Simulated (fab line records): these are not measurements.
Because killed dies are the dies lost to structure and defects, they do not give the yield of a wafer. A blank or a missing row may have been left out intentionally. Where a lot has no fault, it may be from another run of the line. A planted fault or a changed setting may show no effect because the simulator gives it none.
A lot that was struck, set against a sound lot -- flow sky130 -- 32 steps out of a route of 708
Sound: wafers L768.1, L768.4, L768.5. The struck wafers were L781.2, L781.3, L781.4. The cause is given at the end.
For every step that has rows: the tool of each side, followed by ch and its chambers, followed by its first start. Under that, the readings that differ: sound wafers -- struck wafers -- difference of the means -- sigmas: that difference in standard deviations of wafers without a fault.
alike: words and numbers the same on both sides, and readings whose means are apart by under 2 such deviations; not compared: readings that were withheld, readings missing a value for some wafer, numbers with overlapping values and no deviation given by the record, and bounds like >300 which may hide the same value.
The two part at a step that has a row with sigmas, a row that says differs or no value, or rows on one side only. When numbers do not overlap yet have no deviation, they are printed without sigmas and do not part them. A reading missing from all wafers of one side parts the sides only when that side holds two or more wafers.

SKY_FIELD_ISO_BOW_MEAS_00:
  sound on film_metro-04 at day 2 06:00; struck on film_metro-04 at day 4 23:01
  alike: INCOMING_BOW
SKY_FIELD_ISO_OXIDATION_01: stabilise 600 s, purge 300 s, target thk 12 nm.
  sound on furnace-01 ch 0, day 2 07:35; struck on furnace-02 ch 0, day 4 23:53
  alike: spike_tc_bottom_C, spike_tc_lower_C, zone_power_top_pct
SKY_FIELD_ISO_THK_MEAS_02:
  sound on film_metro-03 at day 2 09:07; struck on film_metro-04 at day 5 01:24
  alike: FIELD_ISO_OXIDATION_00_THK
then, 1 step without rows for these wafers: SKY_FIELD_ISO_CVD_03 (deposits Si3N4 from DCS/NH3, target thk 165 nm, time 2830 s).
SKY_FIELD_ISO_THK_MEAS_04:
  sound on film_metro-02 at day 2 10:57; struck on film_metro-04 at day 5 03:15
  alike: FIELD_ISO_CVD_03_THK
then, 8 steps without rows for these wafers: SKY_FIELD_ISO_DEHYDRATE_05 (time 60 s); SKY_FIELD_ISO_HMDS_06 (prime time 60 s); SKY_FIELD_ISO_COAT_07 (resist thk 60 nm); SKY_FIELD_ISO_COAT_08 (resist thk 450 nm); SKY_FIELD_ISO_SOFTBAKE_09 (time 90 s); SKY_FIELD_ISO_EXPOSE_10 (exposes mask FOM, target cd 150 nm); SKY_FIELD_ISO_PEB_11; SKY_FIELD_ISO_DEVELOP_12 (develop time 60 s).
SKY_FIELD_ISO_CD_MEAS_13: target cd 150 nm.
  sound on cd_sem-02 at day 3 02:24; struck on cd_sem-01 at day 5 20:34
  alike: cd_nm
SKY_FIELD_ISO_ETCH_14: etches BARC in N2/H2, stops on SiO2, time 45.9 s, target depth 60 nm.
  sound on rie_diel-04 ch 0,1,3, day 3 02:31; struck on rie_diel-04 ch 0,1,3, day 5 20:40
  alike: drypump_motor_current_A, h2_flow_sccm, oes_product_au, throttle_valve_pct
  not compared: rf_hours_counter_h
SKY_FIELD_ISO_ETCH_15: etches the open film in CHF3/O2, stops on Si, target depth 180 nm, time 72 s.
  sound on rie_diel-04 ch 0,1,3, day 3 02:34; struck on rie_diel-04 ch 0,1,3, day 5 20:43
  alike: O2_flow_sccm, drypump_motor_current_A, oes_product_au, throttle_valve_pct
  not compared: rf_hours_counter_h
SKY_FIELD_ISO_STRIP_16: strips in O2/N2.
  sound on plasma_asher-01 ch 1, day 3 02:37; struck on plasma_asher-02 ch 0,1, day 5 20:46
  alike: drypump_motor_current_A, o2_flow_sccm, oes_product_au, strip_time_to_endpoint_s
  not compared: rf_hours_counter_h
SKY_FIELD_ISO_ETCH_17: etches Si in HBr/Cl2/O2, target depth 342 nm, time 97.7 s.
  sound on rie_si-02 ch 1,3, day 3 02:43; struck on rie_si-01 ch 2,3, day 5 20:52
reading,sound,struck,difference,sigmas
drypump_motor_current_A (A),6.7 5.7 6.7,4.9 6.0 4.9,-1.1,-2
  alike: O2_flow_sccm, oes_product_au, throttle_valve_pct
  not compared: rf_hours_counter_h
then, 5 steps without rows for these wafers: SKY_FIELD_ISO_WET_ETCH_18 (etches Si3N4 in H3PO4, target depth 25 nm, time 286 s); SKY_FIELD_ISO_CLEAN_19 (cleans in SC1/SC2, time 150 s); SKY_FIELD_ISO_CLEAN_20 (cleans in dHF, time 20 s); SKY_FIELD_ISO_WET_ETCH_21 (etches SiO2 in dHF, target depth 20 nm, time 400 s); SKY_FIELD_ISO_OXIDATION_22 (stabilise 600 s, purge 300 s, target thk 10 nm).
SKY_FIELD_ISO_THK_MEAS_23:
  sound on film_metro-03 at day 3 05:10; struck on film_metro-03 at day 5 22:43
  alike: FIELD_ISO_OXIDATION_01_THK
then, 1 step without rows for these wafers: SKY_FIELD_ISO_CVD_24 (deposits SiO2, target thk 595 nm, time 99.2 s).
SKY_FIELD_ISO_THK_MEAS_25:
  sound on film_metro-04 at day 3 05:17; struck on film_metro-02 at day 5 22:50
  alike: FIELD_ISO_CVD_24_THK
then, 1 step without rows for these wafers: SKY_FIELD_ISO_ANNEAL_26 (time 1800 s).
SKY_FIELD_ISO_CMP_27: polishes, stops on Si3N4, t overpolish 16 s, target thk 457.8 nm.
  sound on cmp-01 ch 2,3, day 3 07:37; struck on cmp-02 ch 0,1,2, day 6 01:19
  alike: motor_current_A, overpolish_run_s, platen_rpm, slurry_filter_dp_kPa, time_to_endpoint_s
then, 3 steps without rows for these wafers: SKY_FIELD_ISO_WET_ETCH_28 (etches SiO2 in dHF, target depth 23.7 nm, time 47 s); SKY_FIELD_ISO_WET_ETCH_29 (etches Si3N4 in H3PO4, target depth 160 nm, time 1825 s); SKY_FIELD_ISO_WET_ETCH_30 (etches SiO2 in dHF, target depth 25 nm, time 50 s).
-- record jumps: 44 days separate the struck wafers' starts on either side; left off in module FIELD_ISO, taken up again in module PAD_OPEN, whose first shown step is the route's number 708 --
SKY_PAD_OPEN_PROBE_99:
  the record has rows for the struck wafers here (prober-01, day 49 22:01) and none for the sound ones

WHERE THEY PART
Earliest at SKY_FIELD_ISO_ETCH_17; latest, in this record, at SKY_PAD_OPEN_PROBE_99.

WHY: what the simulator had put in
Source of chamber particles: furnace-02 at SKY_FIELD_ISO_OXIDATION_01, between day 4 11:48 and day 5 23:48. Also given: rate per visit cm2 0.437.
